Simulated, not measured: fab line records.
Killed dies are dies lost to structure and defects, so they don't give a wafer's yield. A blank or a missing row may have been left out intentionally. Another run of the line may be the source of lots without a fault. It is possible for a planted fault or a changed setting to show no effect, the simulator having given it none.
Comparing a struck lot with a sound one    flow sky130    32 out of 708 route steps
Sound: wafers L678.2, L678.4, L678.6. Struck: wafer L688.2 (left out: L688.1, L688.6 of the same lot, which were not struck); the cause appears at the end.
At each step with rows: each side's tool, then ch and its chambers, then its first start. Under that, the readings that differ: sound wafers    struck wafers    difference of the means    sigmas: that difference in standard deviations of wafers without a fault.
alike: readings with means less than 2 such deviations apart, plus words and numbers identical on both sides. not compared: withheld readings, readings lacking a value on some wafer, bounds such as >300 that could conceal the same value, and numbers that have no deviation in the record and whose values overlap.
The two part at a step that has a row with sigmas, a row that says differs or no value, or rows on one side only. Numbers that have no deviation but don't overlap get no sigmas and don't part them. A reading that every wafer of one side lacks parts them only if that side has two wafers or more.

SKY_VIA1_ETCH_15: etches SiO2 in C4F8/O2/Ar, stops on TiN, target depth 351 nm, time 54 s.
  sound on rieDiel-02 ch 1,2, day 37 12:14; struck on rieDiel-01 ch 3, day 40 13:05
  alike: biasW, oesProductAu
  not compared: rfHoursCounterH
then, 4 steps without rows for these wafers: SKY_VIA1_STRIP_16 (strips in O2/N2); SKY_VIA1_STRIP_17 (strips in post etch residue remover, time 1200 s); SKY_VIA1_CLEAN_18 (cleans in IPA, time 180 s); SKY_VIA1_CLEAN_19 (cleans in O3/DIW).
SKY_VIA1_SPUTTER_20: material TiN, target thk 20 nm, time 80 s.
  sound on pvdSputter-04, day 37 12:53; struck on pvdSputter-04, day 40 13:43
  alike: throttleValvePct
SKY_VIA1_CVD_21: deposits W, target thk 270 nm, time 80.902 s.
  sound on cvdW-02 ch 1, day 37 12:56; struck on cvdW-02 ch 1, day 40 13:47
  alike: heaterPowerW
SKY_VIA1_RS_MEAS_22: measures by four-point-probe.
  sound on filmMetro-02, day 37 13:03; struck on filmMetro-04, day 40 13:52
  alike: VIA1_W_RS
SKY_VIA1_THK_MEAS_23: measures by xrf.
  sound on filmMetro-02, day 37 13:10; struck on filmMetro-04, day 40 13:59
  alike: VIA1_W_THK
SKY_VIA1_CMP_24: polishes, stops on SiO2, t overpolish 15 s, target thk 0 nm.
  sound on cmp-02 ch 1,3, day 37 13:16; struck on cmp-02 ch 1, day 40 14:12
  alike: motorCurrentA, overpolishRunS, timeToEndpointS
then, 1 step without rows for these wafers: SKY_METAL2_SPUTTER_00 (material Ti, target thk 15 nm, time 10 s).
SKY_METAL2_SPUTTER_01: material TiN, target thk 20 nm, time 16.7 s.
  sound on pvdSputter-01, day 37 13:32; struck on pvdSputter-01, day 40 14:28
  alike: throttleValvePct
SKY_METAL2_SPUTTER_02: material AlCu, target thk 250 nm, time 13.3 s.
  sound on pvdSputter-01, day 37 13:34; struck on pvdSputter-01, day 40 14:29
reading                                     sound              struck  difference  sigmas
model.AlCu_of_METAL2_SPUTTER_02.thkNm (nm)  252.1 250.2 251.7  234.3   -17.0       
  alike: throttleValvePct
then, 2 steps without rows for these wafers: SKY_METAL2_SPUTTER_03 (material Ti, target thk 5 nm, time 3.3 s); SKY_METAL2_SPUTTER_04 (material TiN, target thk 70 nm, time 58.3 s).
SKY_METAL2_RS_MEAS_05: measures by four-point-probe.
  sound on filmMetro-01, day 37 13:40; struck on filmMetro-04, day 40 14:35
reading                  sound                 struck  difference  sigmas
METAL2_ALCU_RS (ohm/sq)  0.1260 0.1270 0.1260  0.1357  +0.0094     +6
SKY_METAL2_THK_MEAS_06: measures by xrf.
  sound on filmMetro-01, day 37 13:47; struck on filmMetro-04, day 40 14:43
reading               sound              struck  difference  sigmas
METAL2_ALCU_THK (nm)  249.0 249.9 250.5  232.6   -17.2       -6
then, 8 steps without rows for these wafers: SKY_METAL2_DEHYDRATE_07 (time 60 s); SKY_METAL2_HMDS_08 (prime time 60 s); SKY_METAL2_COAT_09 (resist thk 60 nm); SKY_METAL2_COAT_10 (resist thk 450 nm); SKY_METAL2_SOFTBAKE_11 (time 90 s); SKY_METAL2_EXPOSE_12 (exposes mask MM2, target cd 140 nm); SKY_METAL2_PEB_13; SKY_METAL2_DEVELOP_14 (develop time 60 s).
SKY_METAL2_CD_MEAS_15: the cd target is 140 nm.
  sound on cdSem-01, day 38 16:11; struck on cdSem-01, day 41 14:52
  alike: cdNm
SKY_METAL2_OVL_MEAS_16:
  sound on overlay-01, day 38 16:17; struck on overlay-02, day 41 14:59
  alike: METAL2_OVL
then, 2 steps without rows for these wafers: SKY_METAL2_DESCUM_17 (chemistry O2, time 8 s); SKY_METAL2_ETCH_18 (etches BARC in N2/H2, stops on SiO2, time 45.9 s, target depth 60 nm).
SKY_METAL2_METAL_ETCH_19: etches the open film in Cl2/BCl3, stops on SiO2, target depth 360 nm, time 78 s.
  sound on rieMetal-04 ch 1, day 38 16:25; struck on rieMetal-03 ch 1, day 41 15:07
reading                           sound              struck  difference  sigmas
drypumpMotorCurrentA (A)          4.96 4.95 4.96     5.53    +0.57       +2
model.METAL2.featureDepthNm (nm)  361.9 358.7 361.7  363.5   +2.7        
model.etch.depthNm (nm)           361.9 358.7 361.7  363.5   +2.7        
  alike: biasW, oesProductAu, throttleValvePct
  not compared: rfHoursCounterH
then, 1 step without rows for these wafers: SKY_METAL2_STRIP_20 (strips in O2/N2).
-- the record jumps here: 9 days lie between the struck wafers' starts before and after (it left off in module METAL2 and takes up again in module PAD_OPEN, whose first step shown is number 708 of the route) --
SKY_PAD_OPEN_PROBE_99:
  sound on prober-02, day 48 16:56; struck on prober-01, day 50 16:13
reading                     sound                 struck  difference  sigmas
model.etest.met2.lineOhmUm  0.8653 0.8766 0.8727  0.9973  +0.1258     
model.etest.met2.rsOhmSq    0.1266 0.1285 0.1275  0.1368  +0.0093     
  alike: defectLimitedYield, killed_at_M0_to_M3, killed_at_M4_up, killedAtContacts, killedAtFrontEnd, killedAtOther, killedDies, killedOpen, killedShort, sort_bin_3_pad_short, sort_bin_5_function, sort_bin_6_memory, sortNPass, sortYieldPct

## WHERE THEY PART
At SKY_METAL2_RS_MEAS_05 first; at SKY_METAL2_METAL_ETCH_19 last (within this record only). Later steps at which nothing parts them and some readings are alike: SKY_PAD_OPEN_PROBE_99.

WHY: what the simulator had put in
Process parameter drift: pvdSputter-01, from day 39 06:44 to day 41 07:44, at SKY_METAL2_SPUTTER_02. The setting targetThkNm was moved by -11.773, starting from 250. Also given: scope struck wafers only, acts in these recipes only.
